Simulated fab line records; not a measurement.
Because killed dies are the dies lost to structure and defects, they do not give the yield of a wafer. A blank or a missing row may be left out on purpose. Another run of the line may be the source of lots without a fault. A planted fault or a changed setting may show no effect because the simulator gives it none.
A single fault, viewed from 2 desks	flow gf180mcu	numbers are kept per desk, each desk with only its own; the story behind them comes last

== FROM THE METROLOGY DESK ==
What the gauges read, lot by lot, whatever tool the lot ran on: means of the sampled wafers that have a number. The brackets show how far a lot's mean lies from the usual mean; more than 4 standard deviations puts the lot out of limits, marked OUT.
Columns: A = V5_W_THK at GF_V5_THK_MEAS_25, usual 359 nm; B = PASSIVATION_CVD_02_THK at GF_PASSIVATION_THK_MEAS_03, usual 704 nm
lot	first seen here	A	B
L595	day 27 06:47	354	704
L596	day 27 15:31	351	708
L597	day 28 00:18	363	709
L600	day 28 19:14	360	709
L601	day 29 06:44	361	699
L604	day 30 02:13	366	695
L605	day 30 11:03	368	699
L606	day 30 19:37	359	713
L613	day 32 09:20	352	696
L614	day 32 15:32	362	702
L616	day 33 02:15	357	707
L618	day 33 13:54	367	711
This desk's finding: nothing out of limits on any of the 12 lots.

== DESK OF THE TOOL OWNER: lithoTrack-04 ==
The tool's own readings at GF_PASSIVATION_COAT_06 (resist thk 4000 nm): means of the sampled wafers that have a number, for each lot that ran on this tool. The brackets show how far a lot's mean lies from the usual mean; more than 4 standard deviations puts the lot out of limits, marked OUT.
Columns: A = spinSpeedRpm at GF_PASSIVATION_COAT_06, usual 1999.8 rpm
lot	first seen here	A
L595	day 28 13:49	1997.8
L604	day 31 06:42	1999.1
L613	day 33 10:53	2159.6 (+99 or more) OUT
L614	day 33 16:21	2160.4 (+99 or more) OUT
L616	day 34 02:51	2158.7 (+99 or more) OUT
This desk finds L613, L614, L616 out of limits, L613 being first, at day 33 10:53 (spinSpeedRpm at GF_PASSIVATION_COAT_06). L595, L604: within limits.

== PUT TOGETHER ==
At day 33 10:53, on L613, L614, L616, the tool owner's desk was in a position to raise an alarm.
The metrology desk saw nothing out of limits.
The metrology desk has L613, L614, L616 on record, within its limits.
All the named lots went through GF_PASSIVATION_COAT_06 on lithoTrack-04.

== WHAT THE SIMULATOR HAD INSERTED ==
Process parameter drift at GF_PASSIVATION_COAT_06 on lithoTrack-04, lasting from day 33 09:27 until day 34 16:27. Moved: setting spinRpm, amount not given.
Struck lots among those shown: L613, L614, L616.
Hours from the fault's start to each desk's first reading out of limits: the tool owner's desk, 1.
